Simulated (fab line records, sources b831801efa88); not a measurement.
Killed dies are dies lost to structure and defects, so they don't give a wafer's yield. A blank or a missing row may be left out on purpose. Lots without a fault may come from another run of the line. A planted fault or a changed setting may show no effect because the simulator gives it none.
fab line records | flow sky130
record lots=13 wafers=39 last_day=50
route steps=708 shown METAL2@504 VIA3@595 CAP2M@604 PAD_OPEN@708
lots that met no fault: from a run of the same line without faults
start_h: hours from the record's first day to the start of the lot's first wafer shown | wait_h: hours since the lot's step before | " the same as in the row above | L1.1+2: a row that stands for several wafers | - no value, or no start given | * or withheld: withheld | < > ~ a bound
route shown NAME@n: a module of which the file shows steps, and the number in the route of the first | usual: mean/standard deviation of fault-free wafers | same: alike in all rows | chamber/n: place in a boat | sites: the reading at each site | _std_site: their standard deviation | _edge_site: outer sites' mean less inner sites' | radius_mm: how far each site lies from the wafer's centre | mask NAME#n: copy n | behind: the tool/chamber that last shaped the wafer | hold: why the lot was held/for how many hours/how that ended | device: the transistor (n, p or np) that didn't switch | end of line: the same wafers' tests at the end of the route | a step without rows: its recipe alone | killed: dies lost to structure and defects at the first sort, not the wafer's yield | map: a wafer's dies, x killed, . not, _ none there
set.NAME: the setting as run; set.NAME@STEP: as run at that earlier step | model.NAME: the simulator's own value behind a step, which no gauge read
steps of the route over a sample of lots; a table a step, a row a wafer
services: from which hour (start_h, from the record's first day; less than 0 if before it) a tool's chamber was out of use, for how many hours, and why
## steps
# step SKY_METAL2_STRIP_21
# recipe chemistry=post_etch_residue_remover time_s=1200 temp_c=72.5
# columns lot.wafer tool chamber start_h wait_h
L163.1+5+6 wet_bench-02 3 824.38 0.1
L165.2+3+4 wet_bench-02 3 832.65 0.1
L166.3+5+6 wet_bench-03 0 838.01 0.0
L167.3+4+5 wet_bench-02 1 857.11 0.0
L168.3+4+5 wet_bench-02 0 857.83 0.0
L170.4+5+6 wet_bench-02 1 865.43 0.0
L172.1+2+6 wet_bench-01 2 890.16 0.1
L173.1+3+6 wet_bench-01 3 893.21 0.1
L177.1+3+4 wet_bench-03 0 926.08 0.1
L178.1+4+5 wet_bench-02 0 948.38 0.1
L185.3+4+5 wet_bench-02 1 979.95 0.0
L184.2+4+6 wet_bench-01 2 980.21 0.1
L186.1+4+5 wet_bench-02 2 984.61 0.1
# step SKY_VIA3_RS_MEAS_22
# recipe thk_meas_gauge=four-point-probe reads=W_of_VIA3_CVD_21+TiN_of_VIA3_SPUTTER_20
# usual VIA3_W_RS=0.2958/0.003
# columns lot.wafer tool chamber start_h wait_h VIA3_W_RS[ohm/sq]
L163.1 film_metro-01 - 931.34 0.1 0.2885
L163.5 " - " " 0.2943
L163.6 " - " " 0.2936
L165.2 film_metro-02 - 941.45 0.1 0.2998
L165.3 " - " " 0.2951
L165.4 " - " " 0.2962
L166.3 film_metro-03 - 947.23 0.1 0.2964
L166.5 " - " " 0.2919
L166.6 " - " " 0.2920
L167.3 film_metro-01 - 962.77 0.1 0.3005
L167.4 " - " " 0.2958
L167.5 " - " " 0.2981
L168.3 film_metro-01 - 965.18 0.1 0.2991
L168.4 " - " " 0.2933
L168.5 " - " " 0.2926
L170.4 film_metro-01 - 971.09 0.1 0.2945
L170.5 " - " " 0.2933
L170.6 " - " " 0.2971
L172.1 film_metro-03 - 993.01 0.1 0.2996
L172.2 " - " " 0.3025
L172.6 " - " " 0.3004
L173.1 film_metro-01 - 997.61 0.1 0.2961
L173.3 " - " " 0.2980
L173.6 " - " " 0.3007
L177.1 film_metro-02 - 1028.27 0.1 0.2936
L177.3 " - " " 0.2919
L177.4 " - " " 0.2939
L178.1 film_metro-03 - 1047.90 0.1 0.2913
L178.4 " - " " 0.2965
L178.5 " - " " 0.2968
L185.3 film_metro-03 - 1076.15 0.1 0.2956
L185.4 " - " " 0.2961
L185.5 " - " " 0.2917
L184.2 film_metro-02 - 1076.33 0.1 0.2915
L184.4 " - " " 0.3000
L184.6 " - " " 0.2922
L186.1 film_metro-03 - 1080.02 0.1 0.2951
L186.4 " - " " 0.2926
L186.5 " - " " 0.2932
# step SKY_CAP2M_THK_MEAS_01
# recipe reads=SiO2_of_CAP2M_CVD_00
# usual CAP2M_CVD_00_THK=15.51/0.25
# columns lot.wafer tool chamber start_h wait_h CAP2M_CVD_00_THK[nm]
L163.1 film_metro-04 - 932.00 - 15.55
L163.5 " - " " 15.94
L163.6 " - " " 15.62
L165.2 film_metro-02 - 942.10 - 15.19
L165.3 " - " " 15.47
L165.4 " - " " 15.21
L166.3 film_metro-02 - 947.87 - 15.56
L166.5 " - " " 15.51
L166.6 " - " " 15.99
L167.3 film_metro-02 - 963.41 - 15.67
L167.4 " - " " 15.66
L167.5 " - " " 15.45
L168.3 film_metro-02 - 965.82 - 15.37
L168.4 " - " " 15.30
L168.5 " - " " 15.55
L170.4 film_metro-02 - 971.72 - 15.76
L170.5 " - " " 15.60
L170.6 " - " " 16.12
L172.1 film_metro-03 - 993.67 - 15.08
L172.2 " - " " 15.16
L172.6 " - " " 15.21
L173.1 film_metro-02 - 998.26 - 15.16
L173.3 " - " " 15.48
L173.6 " - " " 15.49
L177.1 film_metro-04 - 1028.92 - 15.45
L177.3 " - " " 15.59
L177.4 " - " " 15.63
L178.1 film_metro-04 - 1048.55 - 15.13
L178.4 " - " " 15.27
L178.5 " - " " 15.77
L185.3 film_metro-02 - 1076.78 - 15.36
L185.4 " - " " 15.58
L185.5 " - " " 15.57
L184.2 film_metro-03 - 1077.23 - 15.44
L184.4 " - " " 15.43
L184.6 " - " " 15.62
L186.1 film_metro-03 - 1080.68 - 15.19
L186.4 " - " " 15.55
L186.5 " - " " 15.75
# step SKY_CAP2M_THK_MEAS_04
# recipe thk_meas_gauge=xrf reads=TiN_of_CAP2M_SPUTTER_02
# usual CAP2M_TIN_THK=200.0/2.5
# columns lot.wafer tool chamber start_h wait_h CAP2M_TIN_THK[nm]
L163.1 film_metro-03 - 932.29 0.1 200.7
L163.5 " - " " 201.4
L163.6 " - " " 199.3
L165.2 film_metro-04 - 942.39 0.1 200.9
L165.3 " - " " 201.5
L165.4 " - " " 201.6
L166.3 film_metro-02 - 948.16 0.1 195.2
L166.5 " - " " 192.6
L166.6 " - " " 199.0
L167.3 film_metro-03 - 963.70 0.1 200.9
L167.4 " - " " 201.6
L167.5 " - " " 200.6
L168.3 film_metro-04 - 966.11 0.1 200.3
L168.4 " - " " 198.8
L168.5 " - " " 198.7
L170.4 film_metro-04 - 972.01 0.1 198.2
L170.5 " - " " 202.1
L170.6 " - " " 202.3
L172.1 film_metro-02 - 993.96 0.1 198.0
L172.2 " - " " 196.7
L172.6 " - " " 199.4
L173.1 film_metro-04 - 998.55 0.1 199.9
L173.3 " - " " 197.4
L173.6 " - " " 198.5
L177.1 film_metro-04 - 1029.21 0.1 200.3
L177.3 " - " " 198.4
L177.4 " - " " 197.3
L178.1 film_metro-03 - 1048.84 0.1 202.1
L178.4 " - " " 203.3
L178.5 " - " " 201.0
L185.3 film_metro-04 - 1077.07 0.1 198.6
L185.4 " - " " 201.0
L185.5 " - " " 199.7
L184.2 film_metro-03 - 1077.52 0.1 204.6
L184.4 " - " " 205.6
L184.6 " - " " 203.9
L186.1 film_metro-02 - 1080.97 0.1 196.9
L186.4 " - " " 194.4
L186.5 " - " " 194.0
# step SKY_PAD_OPEN_PROBE_99
# usual defect_limited_yield=82.6/1.8 killed_at_M0_to_M3=44/6.3 killed_at_M4_up=2.8/1.7 killed_at_contacts=25/5.8 killed_at_front_end=14/4.4 killed_at_other=0.3/0.49 killed_dies=86/8.7 killed_open=48/5.8 killed_short=38/6 sort_bin_3_pad_short=0.8/0.39 sort_bin_5_function=10.4/1.4 sort_bin_6_memory=6.2/1.1 sort_bin_8_speed=0.00/0.017 sort_n_pass=406/8.7 sort_yield_pct=82.6/1.8
# same gross_dies=492 killed_at_back_side=0 sort_bin_4_leakage[%]=0
# columns lot.wafer tool chamber start_h wait_h hold defect_limited_yield[%] killed_at_M0_to_M3 killed_at_M4_up killed_at_contacts killed_at_front_end killed_at_other killed_dies killed_open killed_short sort_bin_3_pad_short[%] sort_bin_5_function[%] sort_bin_6_memory[%] sort_bin_8_speed[%] sort_n_pass sort_yield_pct[%]
L163.1 prober-02 - 1076.75 0.1 - 81.7 46 3 23 18 0 90 51 39 0.6 12.6 5.1 0 402 81.7
L163.5 prober-02 - 1076.95 0.2 - 84.1 42 2 24 10 0 78 43 35 0.8 11.2 3.9 0 414 84.1
L163.6 prober-02 - 1077.00 0.2 - 77.6 54 6 24 26 0 110 60 50 0.8 12.8 8.7 0 382 77.6
L165.2 prober-01 - 1084.89 0.1 - 82.1 37 1 31 19 0 88 45 43 1.4 9.8 6.7 0 404 82.1
L165.3 prober-01 - 1084.94 0.2 - 81.7 46 2 27 15 0 90 50 40 0.6 11.2 6.5 0 402 81.7
L165.4 prober-01 - 1084.99 0.2 - 82.3 38 5 28 16 0 87 43 44 1.2 11.2 5.3 0 405 82.3
L166.3 prober-01 - 1092.46 0.2 - 82.3 48 1 25 13 0 87 48 39 0.2 10.6 6.9 0 405 82.3
L166.5 prober-01 - 1092.56 0.2 - 82.9 40 2 32 10 0 84 45 39 1.0 10.2 5.9 0 408 82.9
L166.6 prober-01 - 1092.61 0.2 - 82.7 50 7 16 12 0 85 44 41 1.2 9.8 6.3 0 407 82.7
L167.3 prober-02 - 1102.60 0.2 - 83.3 48 0 19 15 0 82 48 34 0.6 10.4 5.7 0 410 83.3
L167.4 prober-02 - 1102.65 0.2 - 79.7 59 3 27 10 1 100 62 38 1.2 12.4 6.7 0 392 79.7
L167.5 prober-02 - 1102.70 0.2 - 83.9 39 2 23 15 0 79 38 41 1.2 9.3 5.5 0.20 412 83.7
L168.3 prober-01 - 1105.03 0.2 - 83.3 46 5 22 9 0 82 48 34 0.6 10.4 5.7 0 410 83.3
L168.4 prober-01 - 1105.08 0.2 - 84.6 35 6 18 17 0 76 40 36 0 9.1 6.3 0 416 84.6
L168.5 prober-01 - 1105.13 0.2 - 83.5 44 3 26 7 1 81 47 34 1.4 9.8 5.3 0 411 83.5
L170.4 prober-01 - 1111.40 0.2 - 86.2 39 0 18 11 0 68 39 29 0.2 8.9 4.7 0 424 86.2
L170.5 prober-01 - 1111.45 0.2 - 85.0 34 1 20 19 0 74 45 29 0.4 8.5 6.1 0 418 85.0
L170.6 prober-01 - 1111.50 0.2 - 82.5 35 2 39 10 0 86 50 36 0.6 9.6 7.3 0 406 82.5
L172.1 prober-01 - 1127.92 0.1 - 79.5 43 4 32 22 0 101 53 48 2.2 10.8 7.5 0 391 79.5
L172.2 prober-01 - 1127.97 0.1 - 80.9 44 2 37 11 0 94 49 45 1.4 12.0 5.7 0 398 80.9
L172.6 prober-01 - 1128.17 0.2 - 78.7 47 3 38 17 0 105 62 43 0.8 13.6 6.9 0 387 78.7
L173.1 prober-02 - 1132.06 0.1 - 83.5 42 3 23 12 1 81 43 38 0.8 10.8 4.9 0 411 83.5
L173.3 prober-02 - 1132.16 0.2 - 81.5 49 3 24 14 1 91 52 39 0.6 12.0 5.9 0 401 81.5
L173.6 prober-02 - 1132.31 0.2 - 84.1 38 2 22 16 0 78 42 36 0.8 8.3 6.7 0 414 84.1
L177.1 prober-02 - 1159.03 0.1 - 84.6 41 1 16 17 1 76 43 33 1.0 7.7 6.7 0 416 84.6
L177.3 prober-02 - 1159.13 0.2 - 85.0 36 3 20 15 0 74 43 31 0.4 8.7 5.9 0 418 85.0
L177.4 prober-02 - 1159.18 0.2 - 81.3 41 2 29 20 0 92 50 42 1.2 12.0 5.5 0 400 81.3
L178.1 prober-01 - 1173.27 0.1 - 80.3 45 3 33 15 1 97 45 52 1.2 11.2 7.3 0 395 80.3
L178.4 prober-01 - 1173.42 0.2 - 80.7 45 0 37 13 0 95 55 40 0.4 12.0 6.9 0 397 80.7
L178.5 prober-01 - 1173.47 0.2 - 84.8 35 3 23 13 1 75 43 32 0.8 8.7 5.7 0 417 84.8
L185.3 prober-01 - 1195.25 0.2 await_dispo/1.6h/release 74.8 94 2 19 9 0 124 36 33 3.7 16.9 4.7 0 368 74.8
L185.4 prober-01 - 1195.30 0.2 await_dispo/1.6h/release 73.2 98 4 16 14 0 132 42 32 3.0 15.2 8.5 0 360 73.2
L185.5 prober-01 - 1195.35 0.2 await_dispo/1.6h/release 73.4 87 2 26 16 0 131 42 31 2.4 17.9 6.3 0 361 73.4
L184.2 prober-02 - 1195.51 0.1 - 81.5 44 1 27 18 1 91 55 36 1.0 10.8 6.7 0 401 81.5
L184.4 prober-02 - 1195.61 0.2 - 81.5 37 1 33 19 1 91 48 43 0.6 10.4 7.5 0 401 81.5
L184.6 prober-02 - 1195.71 0.2 - 83.3 50 2 17 13 0 82 46 36 1.0 9.3 6.3 0 410 83.3
L186.1 prober-01 - 1196.65 0.1 - 80.5 48 2 26 20 0 96 47 49 1.2 11.0 7.3 0 396 80.5
L186.4 prober-01 - 1196.80 0.2 - 85.8 39 4 16 11 0 70 39 31 0.8 7.3 6.1 0 422 85.8
L186.5 prober-01 - 1196.85 0.2 - 82.3 47 1 24 14 1 87 48 39 0.4 11.4 5.9 0 405 82.3
# killed by level:class
L163.1 CONTACT:geometric_particle:open=10 VIA1:geometric_particle:open=10 METAL2:geometric_particle:short=9 METAL1:geometric_particle:short=8 POLY_GATE:geometric_particle:open=7 VIA1:geometric_particle:short=5 CONTACT:geometric_particle:short=4 LI_CONTACT:geometric_particle:open=4
L163.5 CONTACT:geometric_particle:open=10 METAL2:geometric_particle:short=8 VIA1:geometric_particle:open=7 VIA2:geometric_particle:open=7 LOCAL_INTERCONNECT:geometric_particle:short=6 VIA3:geometric_particle:open=6 POLY_GATE:geometric_particle:short=5 LI_CONTACT:geometric_particle:open=5
L163.6 FIELD_ISO:geometric_particle:open=10 VIA1:geometric_particle:short=10 VIA3:geometric_particle:open=9 CONTACT:geometric_particle:open=8 VIA1:geometric_particle:open=8 METAL2:geometric_particle:short=7 VIA2:geometric_particle:open=6 CONTACT:geometric_particle:short=6
L165.2 CONTACT:geometric_particle:open=12 METAL2:geometric_particle:short=8 FIELD_ISO:geometric_particle:open=7 LI_CONTACT:geometric_particle:open=7 CONTACT:geometric_particle:short=6 VIA1:geometric_particle:short=6 VIA1:geometric_particle:open=6 VIA3:geometric_particle:open=5
L165.3 LI_CONTACT:geometric_particle:open=8 VIA3:geometric_particle:open=8 VIA1:geometric_particle:open=7 CONTACT:geometric_particle:open=7 VIA2:geometric_particle:open=7 CONTACT:geometric_particle:short=6 VIA3:geometric_particle:short=5 VIA1:geometric_particle:short=5
L165.4 CONTACT:geometric_particle:open=13 METAL2:geometric_particle:short=10 FIELD_ISO:geometric_particle:open=6 VIA1:geometric_particle:open=6 METAL3:geometric_particle:short=5 METAL4:geometric_particle:short=5 LI_CONTACT:geometric_particle:open=4 CONTACT:geometric_particle:short=4
L166.3 CONTACT:geometric_particle:open=13 METAL1:geometric_particle:short=9 VIA1:geometric_particle:open=7 VIA2:geometric_particle:open=7 VIA3:geometric_particle:open=6 VIA1:geometric_particle:short=6 LI_CONTACT:geometric_particle:open=5 CONTACT:geometric_particle:short=4
L166.5 CONTACT:geometric_particle:open=12 VIA1:geometric_particle:open=10 LOCAL_INTERCONNECT:geometric_particle:short=9 CONTACT:geometric_particle:short=8 POLY_GATE:geometric_particle:open=5 VIA3:geometric_particle:open=5 METAL2:geometric_particle:short=4 METAL3:geometric_particle:open=4
L166.6 METAL1:geometric_particle:short=9 VIA1:geometric_particle:open=8 VIA3:geometric_particle:open=8 FIELD_ISO:geometric_particle:open=6 CONTACT:geometric_particle:open=6 VIA2:geometric_particle:short=6 METAL4:geometric_particle:short=5 LI_CONTACT:geometric_particle:open=4
L167.3 VIA1:geometric_particle:open=11 CONTACT:geometric_particle:open=8 VIA2:geometric_particle:open=7 VIA3:geometric_particle:open=7 VIA1:geometric_particle:short=6 METAL2:geometric_particle:short=5 POLY_GATE:geometric_particle:short=5 LI_CONTACT:geometric_particle:open=5
L167.4 VIA1:geometric_particle:open=20 LI_CONTACT:geometric_particle:open=9 CONTACT:geometric_particle:open=9 METAL1:geometric_particle:short=9 VIA3:geometric_particle:open=8 VIA2:geometric_particle:open=7 POLY_GATE:geometric_particle:short=5 CONTACT:geometric_particle:short=5
L167.5 VIA1:geometric_particle:short=8 CONTACT:geometric_particle:open=8 CONTACT:geometric_particle:short=6 METAL3:geometric_particle:short=6 LI_CONTACT:geometric_particle:open=5 VIA1:geometric_particle:open=5 VIA2:geometric_particle:open=5 VIA3:geometric_particle:open=5
L168.3 VIA1:geometric_particle:open=12 CONTACT:geometric_particle:open=9 METAL1:geometric_particle:short=6 FIELD_ISO:geometric_particle:short=5 METAL2:geometric_particle:open=5 METAL2:geometric_particle:short=5 VIA3:geometric_particle:open=5 LI_CONTACT:geometric_particle:open=4
L168.4 METAL1:geometric_particle:short=7 LI_CONTACT:geometric_particle:open=6 VIA1:geometric_particle:short=6 CONTACT:geometric_particle:open=5 METAL2:geometric_particle:short=5 VIA3:geometric_particle:open=5 FIELD_ISO:geometric_particle:short=4 FIELD_ISO:geometric_particle:open=4
L168.5 CONTACT:geometric_particle:open=12 VIA1:geometric_particle:open=11 METAL2:geometric_particle:short=7 VIA2:geometric_particle:open=7 CONTACT:geometric_particle:short=6 LI_CONTACT:geometric_particle:open=4 LOCAL_INTERCONNECT:geometric_particle:short=4 METAL1:geometric_particle:short=4
L170.4 VIA1:geometric_particle:open=9 LI_CONTACT:geometric_particle:open=7 VIA1:geometric_particle:short=7 VIA3:geometric_particle:open=7 CONTACT:geometric_particle:open=5 METAL2:geometric_particle:short=5 FIELD_ISO:geometric_particle:short=4 FIELD_ISO:geometric_particle:open=2
L170.5 VIA1:geometric_particle:open=11 CONTACT:geometric_particle:open=7 LI_CONTACT:geometric_particle:open=6 FIELD_ISO:geometric_particle:open=5 POLY_GATE:geometric_particle:open=5 VIA3:geometric_particle:open=5 POLY_GATE:geometric_particle:short=4 CONTACT:geometric_particle:short=4
L170.6 CONTACT:geometric_particle:open=14 LI_CONTACT:geometric_particle:open=9 VIA1:geometric_particle:open=9 VIA3:geometric_particle:open=8 CONTACT:geometric_particle:short=7 LOCAL_INTERCONNECT:geometric_particle:short=6 METAL1:geometric_particle:short=4 VIA1:geometric_particle:short=4
L172.1 METAL2:geometric_particle:short=12 LI_CONTACT:geometric_particle:open=11 VIA3:geometric_particle:open=9 CONTACT:geometric_particle:open=9 CONTACT:geometric_particle:short=8 FIELD_ISO:geometric_particle:short=7 VIA1:geometric_particle:open=7 FIELD_ISO:geometric_particle:open=4
L172.2 CONTACT:geometric_particle:open=15 VIA1:geometric_particle:open=12 METAL2:geometric_particle:short=7 CONTACT:geometric_particle:short=7 VIA2:geometric_particle:open=7 LOCAL_INTERCONNECT:geometric_particle:short=5 POLY_GATE:geometric_particle:short=4 LI_CONTACT:geometric_particle:short=4
L172.6 CONTACT:geometric_particle:open=12 LI_CONTACT:geometric_particle:open=10 VIA2:geometric_particle:open=10 VIA3:geometric_particle:open=10 VIA1:geometric_particle:open=9 LI_CONTACT:geometric_particle:short=7 CONTACT:geometric_particle:short=5 VIA1:geometric_particle:short=4
L173.1 VIA1:geometric_particle:open=15 CONTACT:geometric_particle:open=7 METAL2:geometric_particle:short=6 VIA2:geometric_particle:open=6 LI_CONTACT:geometric_particle:open=5 LOCAL_INTERCONNECT:geometric_particle:short=5 VIA1:geometric_particle:short=5 LI_CONTACT:geometric_particle:short=4
L173.3 VIA1:geometric_particle:open=12 CONTACT:geometric_particle:open=11 VIA1:geometric_particle:short=7 LI_CONTACT:geometric_particle:open=6 METAL3:geometric_particle:short=6 METAL2:geometric_particle:short=6 POLY_GATE:geometric_particle:open=4 VIA3:geometric_particle:open=4
L173.6 CONTACT:geometric_particle:open=9 VIA2:geometric_particle:open=7 VIA1:geometric_particle:open=6 METAL2:geometric_particle:short=6 POLY_GATE:geometric_particle:short=5 LI_CONTACT:geometric_particle:open=5 VIA1:geometric_particle:short=5 METAL1:geometric_particle:short=4
L177.1 VIA1:geometric_particle:open=9 FIELD_ISO:geometric_particle:open=5 CONTACT:geometric_particle:short=5 VIA2:geometric_particle:open=5 LI_CONTACT:geometric_particle:open=4 CONTACT:geometric_particle:open=4 METAL1:geometric_particle:short=4 VIA1:geometric_particle:short=4
L177.3 LI_CONTACT:geometric_particle:open=8 METAL1:geometric_particle:short=7 CONTACT:geometric_particle:open=7 VIA1:geometric_particle:open=7 FIELD_ISO:geometric_particle:open=6 VIA3:geometric_particle:open=5 FIELD_ISO:geometric_particle:short=4 VIA2:geometric_particle:open=4
L177.4 CONTACT:geometric_particle:open=16 VIA1:geometric_particle:open=11 POLY_GATE:geometric_particle:short=7 METAL1:geometric_particle:short=7 METAL2:geometric_particle:short=6 VIA3:geometric_particle:open=6 LI_CONTACT:geometric_particle:open=5 FIELD_ISO:geometric_particle:short=4
L178.1 CONTACT:geometric_particle:open=11 METAL2:geometric_particle:short=9 METAL1:geometric_particle:short=9 LI_CONTACT:geometric_particle:open=8 VIA2:geometric_particle:open=8 VIA1:geometric_particle:short=6 SPACER:geometric_particle:short=5 LI_CONTACT:geometric_particle:short=4
L178.4 CONTACT:geometric_particle:open=15 VIA2:geometric_particle:open=8 VIA1:geometric_particle:open=7 LI_CONTACT:geometric_particle:open=6 CONTACT:geometric_particle:short=6 POLY_GATE:geometric_particle:open=5 LOCAL_INTERCONNECT:geometric_particle:short=5 LI_CONTACT:geometric_particle:short=4
L178.5 CONTACT:geometric_particle:open=10 VIA1:geometric_particle:open=9 POLY_GATE:geometric_particle:short=5 POLY_GATE:geometric_particle:open=5 LOCAL_INTERCONNECT:geometric_particle:short=5 VIA1:geometric_particle:short=5 VIA3:geometric_particle:open=5 VIA2:geometric_particle:open=4
L185.3 METAL2:unspecified=55 VIA1:geometric_particle:open=10 LI_CONTACT:geometric_particle:open=7 CONTACT:geometric_particle:open=6 VIA3:geometric_particle:open=6 POLY_GATE:geometric_particle:short=5 METAL1:geometric_particle:short=5 METAL2:geometric_particle:short=5
L185.4 METAL2:unspecified=58 VIA1:geometric_particle:open=15 VIA3:geometric_particle:open=6 POLY_GATE:geometric_particle:open=5 CONTACT:geometric_particle:short=5 VIA1:geometric_particle:short=5 LI_CONTACT:geometric_particle:open=4 VIA2:geometric_particle:open=4
L185.5 METAL2:unspecified=58 CONTACT:geometric_particle:open=8 LI_CONTACT:geometric_particle:open=7 VIA1:geometric_particle:open=6 VIA3:geometric_particle:open=6 FIELD_ISO:geometric_particle:open=5 CONTACT:geometric_particle:short=5 POLY_GATE:geometric_particle:short=4
L184.2 CONTACT:geometric_particle:open=17 VIA1:geometric_particle:open=12 POLY_GATE:geometric_particle:short=8 LI_CONTACT:geometric_particle:open=6 VIA2:geometric_particle:open=6 VIA3:geometric_particle:short=6 FIELD_ISO:geometric_particle:open=5 METAL3:geometric_particle:short=5
L184.4 VIA1:geometric_particle:open=14 CONTACT:geometric_particle:open=12 LI_CONTACT:geometric_particle:open=8 LOCAL_INTERCONNECT:geometric_particle:short=7 POLY_GATE:geometric_particle:short=5 VIA1:geometric_particle:short=5 METAL3:geometric_particle:short=5 VIA3:geometric_particle:open=5
L184.6 VIA1:geometric_particle:open=15 CONTACT:geometric_particle:open=7 METAL1:geometric_particle:short=7 VIA2:geometric_particle:open=7 VIA3:geometric_particle:open=6 CONTACT:geometric_particle:short=5 FIELD_ISO:geometric_particle:open=4 VIA1:geometric_particle:short=4
L186.1 METAL1:geometric_particle:short=10 VIA1:geometric_particle:open=10 CONTACT:geometric_particle:open=9 CONTACT:geometric_particle:short=7 LI_CONTACT:geometric_particle:open=6 VIA1:geometric_particle:short=6 METAL2:geometric_particle:short=6 FIELD_ISO:geometric_particle:open=4
L186.4 VIA1:geometric_particle:open=14 CONTACT:geometric_particle:open=6 POLY_GATE:geometric_particle:open=5 CONTACT:geometric_particle:short=5 METAL1:geometric_particle:short=5 METAL2:geometric_particle:short=5 VIA2:geometric_particle:open=4 VIA3:geometric_particle:open=4
L186.5 CONTACT:geometric_particle:open=13 VIA1:geometric_particle:open=9 VIA1:geometric_particle:short=8 POLY_GATE:geometric_particle:short=6 LI_CONTACT:geometric_particle:open=6 METAL1:geometric_particle:short=5 METAL1:geometric_particle:open=4 POLY_GATE:geometric_particle:open=3
## services
# columns tool chamber start_h hours kind
wet_bench-02 - 871.71 1.5 repair
## key
first_sign step=SKY_PAD_OPEN_PROBE_99 reading=killed_at_M0_to_M3 direction=up sigmas=7.8 usual=44 struck=93
effect step=SKY_PAD_OPEN_PROBE_99 reading=sort_bin_3_pad_short direction=up sigmas=5.6 usual=0.8 struck=3.0
met_at SKY_METAL2_STRIP_21
struck_lots L185
struck_wafers L185.3,L185.4,L185.5
not_acting_at SKY_VIA3_RS_MEAS_22,SKY_CAP2M_THK_MEAS_01,SKY_CAP2M_THK_MEAS_04
onset_between 865.43 979.95
fault kind=chamber_particle_source tool=wet_bench-02 chamber=1 onset_h=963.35 steps=SKY_METAL2_STRIP_21 rate_per_visit_cm2=1.067 end_h=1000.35
